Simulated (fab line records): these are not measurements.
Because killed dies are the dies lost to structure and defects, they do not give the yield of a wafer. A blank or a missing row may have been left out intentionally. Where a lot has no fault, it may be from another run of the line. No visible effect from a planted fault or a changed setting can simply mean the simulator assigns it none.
fab line records -- flow gf180mcu -- part 2 of 2: steps 29 to 40 of 40
record lots=5, wafers=15, last-day=34
route steps=602 shown V1@358 M2@362 V2@382
lots untouched by any fault: they come from a run of this same line in which no faults occurred
start-h: start of the lot's first displayed wafer, in hours after the record's first day -- wait-h: hours elapsed since this lot's preceding step -- " the same as in the row above -- L1.1+2: a row that stands for several wafers -- - no value, or no start given -- * or withheld: withheld -- < > ~ a bound
route shown NAME@n: names a module that has steps shown in the file, with the first one's number in the route -- usual: the fault-free wafers' mean and standard deviation -- same: alike in all rows -- chamber/n: place in a boat -- sites: readings site by site -- _std_site: the standard deviation of these -- _edge_site: mean of outer sites minus mean of inner sites -- radius-mm: how far each site lies from the wafer's centre -- mask NAME#n: copy n -- behind: the most recent tool/chamber to have shaped the wafer -- hold: the reason the lot was held/the length of the hold in hours/how it ended -- device: the n, p or np transistor that did not switch -- end of line: the same wafers' tests at the end of the route -- a step without rows: its recipe alone -- killed: at the first sort, the dies lost to defects and structure; wafer yield is something else -- map: a wafer's dies, marking killed ones x, the rest . and places with no die _
set.NAME: the run value of the setting; set.NAME@STEP: its run value at that earlier step -- model.NAME: the simulator's own value behind a step, which no gauge read
lots at selected steps of the route; one table per step, one row per wafer
services: from which hour (start-h, from the record's first day; less than 0 if before it) a tool's chamber was out of use, for how many hours, and why
## steps
# step GF_V2_CMP_04
# recipe material=SiO2, down-force-psi=4, platen-rpm=60, pad-velocity-m-s=0.94248
# usual motor-current-A=12.5/1.6, slurry-flow-ml-min=150.0/0.49, time-to-endpoint-s=78/6.4
lot.wafer,tool,chamber,start-h,wait-h,motor-current-A,slurry-flow-ml-min,time-to-endpoint-s
L076.3,cmp-01,2,461.32,0.0,14.1,150.3,78
L076.2,cmp-01,3,461.32,0.0,10.7,150.8,72
L076.4,cmp-01,1,461.32,0.0,12.7,149.3,72
L077.3,cmp-02,0,466.26,0.1,11.0,150.0,69
L077.4,cmp-02,1,466.26,0.1,14.6,149.5,75
L077.2,cmp-02,2,466.26,0.1,12.0,149.7,71
L086.1,cmp-02,2,551.74,0.1,11.5,150.0,74
L086.4,cmp-02,3,551.74,0.1,13.5,149.8,95
L086.2,cmp-02,1,551.74,0.1,15.6,150.0,79
L091.1,cmp-02,2,585.55,0.2,12.0,149.7,64
L091.2,cmp-02,3,585.55,0.2,14.1,149.3,83
L091.3,cmp-02,0,585.55,0.2,10.4,150.3,71
L097.3,cmp-01,3,626.35,0.1,10.3,150.1,73
L097.1,cmp-01,0,626.35,0.1,11.4,150.0,77
L097.5,cmp-01,3,626.35,0.1,10.6,148.9,91
# step GF_V2_BOW_MEAS_05
# recipe mode=bow
# usual V2_BOW=99/6.9
lot.wafer,tool,chamber,start-h,wait-h,V2_BOW[um]
L076.2,film-metro-02,-,461.64,0.2,98
L076.3,film-metro-02,-,461.64,0.2,115
L076.4,film-metro-02,-,461.64,0.2,98
L077.2,film-metro-01,-,466.53,0.1,99
L077.3,film-metro-01,-,466.53,0.1,82
L077.4,film-metro-01,-,466.53,0.1,93
L086.1,film-metro-01,-,552.04,0.2,88
L086.2,film-metro-01,-,552.04,0.2,86
L086.4,film-metro-01,-,552.04,0.2,83
L091.1,film-metro-02,-,585.80,0.2,87
L091.2,film-metro-02,-,585.80,0.2,95
L091.3,film-metro-02,-,585.80,0.2,84
L097.1,film-metro-01,-,626.60,0.1,99
L097.3,film-metro-01,-,626.60,0.1,105
L097.5,film-metro-01,-,626.60,0.1,106
# step GF_V2_DEHYDRATE_06
# recipe temp-c=200, time-s=60
# same time-s=60
lot.wafer,tool,chamber,start-h,wait-h
L076.2+3+4,litho-track-02,0,473.27,11.6
L077.2+3+4,litho-track-04,0,478.47,11.9
L086.1+2+4,litho-track-02,0,562.15,10.1
L091.1+2+3,litho-track-02,0,596.05,10.2
L097.1+3+5,litho-track-04,0,636.29,9.7
# step GF_V2_HMDS_07
# recipe prime-time-s=60, prime-temp-c=120
lot.wafer,tool,chamber,start-h,wait-h
L076.2+3+4,litho-track-02,0,473.42,0.1
L077.2+3+4,litho-track-04,0,478.62,0.1
L086.1+2+4,litho-track-02,0,562.30,0.1
L091.1+2+3,litho-track-02,0,596.20,0.1
L097.1+3+5,litho-track-04,0,636.44,0.1
# step GF_V2_COAT_08
# recipe resist=BARC, temp-c=withheld, time-s=withheld, spin-rpm=withheld, resist-thk-nm=withheld
# usual dispense-pressure-kPa=53.0/2.2
lot.wafer,tool,chamber,start-h,wait-h,dispense-pressure-kPa
L076.2,litho-track-02,0,473.57,0.1,53.0
L076.3,litho-track-02,0,473.57,0.1,53.0
L076.4,litho-track-02,0,473.57,0.1,53.0
L077.2,litho-track-04,0,478.77,0.1,55.6
L077.3,litho-track-04,0,478.77,0.1,55.5
L077.4,litho-track-04,0,478.77,0.1,55.5
L086.1,litho-track-02,0,562.45,0.1,53.1
L086.2,litho-track-02,0,562.45,0.1,53.1
L086.4,litho-track-02,0,562.45,0.1,53.1
L091.1,litho-track-02,0,596.35,0.1,53.1
L091.2,litho-track-02,0,596.35,0.1,53.0
L091.3,litho-track-02,0,596.35,0.1,53.0
L097.1,litho-track-04,0,636.59,0.1,55.6
L097.3,litho-track-04,0,636.59,0.1,55.6
L097.5,litho-track-04,0,636.59,0.1,55.6
# step GF_V2_COAT_09
# recipe resist=KrF, spin-rpm=withheld, resist-thk-nm=1000
# usual dispense-pressure-kPa=53.0/2.1
lot.wafer,tool,chamber,start-h,wait-h,dispense-pressure-kPa
L076.2,litho-track-02,0,-,-,53.1
L076.3,litho-track-02,0,-,-,53.0
L076.4,litho-track-02,0,-,-,53.1
L077.2,litho-track-04,0,-,-,55.6
L077.3,litho-track-04,0,-,-,55.6
L077.4,litho-track-04,0,-,-,55.6
L086.1,litho-track-02,0,-,-,53.0
L086.2,litho-track-02,0,-,-,53.0
L086.4,litho-track-02,0,-,-,53.0
L091.1,litho-track-02,0,-,-,53.0
L091.2,litho-track-02,0,-,-,53.1
L091.3,litho-track-02,0,-,-,53.0
L097.1,litho-track-04,0,-,-,55.4
L097.3,litho-track-04,0,-,-,55.4
L097.5,litho-track-04,0,-,-,55.4
# step GF_V2_SOFTBAKE_10
# recipe temp-c=130, time-s=60, resist=KrF
# same time-s=60
lot.wafer,tool,chamber,start-h,wait-h
L076.2+3+4,litho-track-02,0,-,-
L077.2+3+4,litho-track-04,0,-,-
L086.1+2+4,litho-track-02,0,-,-
L091.1+2+3,litho-track-02,0,-,-
L097.1+3+5,litho-track-04,0,-,-
# step GF_V2_EXPOSE_11
# recipe mask-id=Via2, target-cd-nm=260, na=0.68, source-shape=conventional, sigma-outer=0.6, dose-mj=38
# usual reticle-temp-C=23.00/0.11
lot.wafer,tool,chamber,start-h,wait-h,mask,reticle-temp-C
L076.2,krf-scanner-02,0,-,-,Via2#0,22.89
L076.3,krf-scanner-02,0,-,-,Via2#0,22.87
L076.4,krf-scanner-02,0,-,-,Via2#0,23.09
L077.2,krf-scanner-01,0,-,-,Via2#0,22.88
L077.3,krf-scanner-01,0,-,-,Via2#0,22.93
L077.4,krf-scanner-01,0,-,-,Via2#0,22.96
L086.1,krf-scanner-01,0,-,-,Via2#0,23.07
L086.2,krf-scanner-01,0,-,-,Via2#0,23.02
L086.4,krf-scanner-01,0,-,-,Via2#0,23.03
L091.1,krf-scanner-02,0,-,-,Via2#0,22.95
L091.2,krf-scanner-02,0,-,-,Via2#0,22.84
L091.3,krf-scanner-02,0,-,-,Via2#0,23.00
L097.1,krf-scanner-02,0,-,-,Via2#0,23.05
L097.3,krf-scanner-02,0,-,-,Via2#0,23.14
L097.5,krf-scanner-02,0,-,-,Via2#0,22.96
# step GF_V2_PEB_12
# recipe peb-temp-c=135, peb-time-s=90, resist=KrF
# same peb-time-s=90
lot.wafer,tool,chamber,start-h,wait-h
L076.2+3+4,litho-track-04,0,-,-
L077.2+3+4,litho-track-01,0,-,-
L086.1+2+4,litho-track-04,0,-,-
L091.1+2+3,litho-track-04,0,-,-
L097.1+3+5,litho-track-01,0,-,-
# step GF_V2_DEVELOP_13
# recipe develop-time-s=60, resist=KrF, dev-temp-c=21
lot.wafer,tool,chamber,start-h,wait-h
L076.2+3+4,litho-track-04,0,485.97,0.2
L077.2+3+4,litho-track-01,0,491.40,0.2
L086.1+2+4,litho-track-04,0,573.49,0.2
L091.1+2+3,litho-track-04,0,607.09,0.2
L097.1+3+5,litho-track-01,0,646.97,0.2
# step GF_V2_CD_MEAS_14
# recipe target-cd-nm=260
# usual cd-nm=260.4/1
lot.wafer,tool,chamber,start-h,wait-h,cd-nm
L076.2,cd-sem-01,-,486.11,0.1,259.0
L076.3,cd-sem-01,-,486.11,0.1,260.9
L076.4,cd-sem-01,-,486.11,0.1,259.7
L077.2,cd-sem-01,-,491.55,0.1,258.5
L077.3,cd-sem-01,-,491.55,0.1,258.9
L077.4,cd-sem-01,-,491.55,0.1,259.6
L086.1,cd-sem-02,-,573.64,0.1,259.8
L086.2,cd-sem-02,-,573.64,0.1,260.4
L086.4,cd-sem-02,-,573.64,0.1,258.9
L091.1,cd-sem-02,-,607.24,0.1,260.6
L091.2,cd-sem-02,-,607.24,0.1,260.7
L091.3,cd-sem-02,-,607.24,0.1,260.8
L097.1,cd-sem-01,-,647.12,0.1,261.2
L097.3,cd-sem-01,-,647.12,0.1,262.2
L097.5,cd-sem-01,-,647.12,0.1,260.4
# step GF_V2_OVL_MEAS_15
# usual V2_OVL=-1/4.8
lot.wafer,tool,chamber,start-h,wait-h,V2_OVL[nm]
L076.2,overlay-01,-,486.22,0.1,5
L076.3,overlay-01,-,486.22,0.1,-2
L076.4,overlay-01,-,486.22,0.1,7
L077.2,overlay-02,-,491.65,0.1,-2
L077.3,overlay-02,-,491.65,0.1,-3
L077.4,overlay-02,-,491.65,0.1,-1
L086.1,overlay-01,-,573.76,0.1,-10
L086.2,overlay-01,-,573.76,0.1,-9
L086.4,overlay-01,-,573.76,0.1,-1
L091.1,overlay-01,-,607.36,0.1,-8
L091.2,overlay-01,-,607.36,0.1,-3
L091.3,overlay-01,-,607.36,0.1,1
L097.1,overlay-01,-,647.24,0.1,-6
L097.3,overlay-01,-,647.24,0.1,-5
L097.5,overlay-01,-,647.24,0.1,-1
## services
tool,chamber,start-h,hours,kind
krf-scanner-02,-,429.82,1.0,pm
cmp-02,-,436.00,1.5,repair
krf-scanner-02,-,437.88,0.5,repair
pvd-sputter-03,-,453.78,8.7,repair
cmp-02,-,477.44,4.2,pm
cmp-01,-,502.91,4.5,repair
cmp-01,-,525.64,3.5,repair
pvd-sputter-02,-,528.37,8.7,repair
cmp-01,-,529.94,1.2,repair
cmp-01,-,538.97,9.6,repair
krf-scanner-01,-,539.37,0.8,pm
pvd-sputter-03,-,541.97,1.4,repair
cmp-02,-,549.13,0.2,repair
cmp-01,-,551.40,1.7,repair
krf-scanner-01,-,553.83,1.0,pm
cmp-01,-,559.81,1.0,repair
pvd-sputter-03,-,560.40,1.4,repair
krf-scanner-01,-,566.22,1.3,pm
cmp-01,-,568.30,0.8,repair
pvd-sputter-02,-,568.85,2.3,repair
cmp-02,-,572.00,4.0,pm
cmp-01,-,583.96,3.7,repair
krf-scanner-01,-,609.40,3.6,pm
cmp-02,-,633.98,0.8,repair
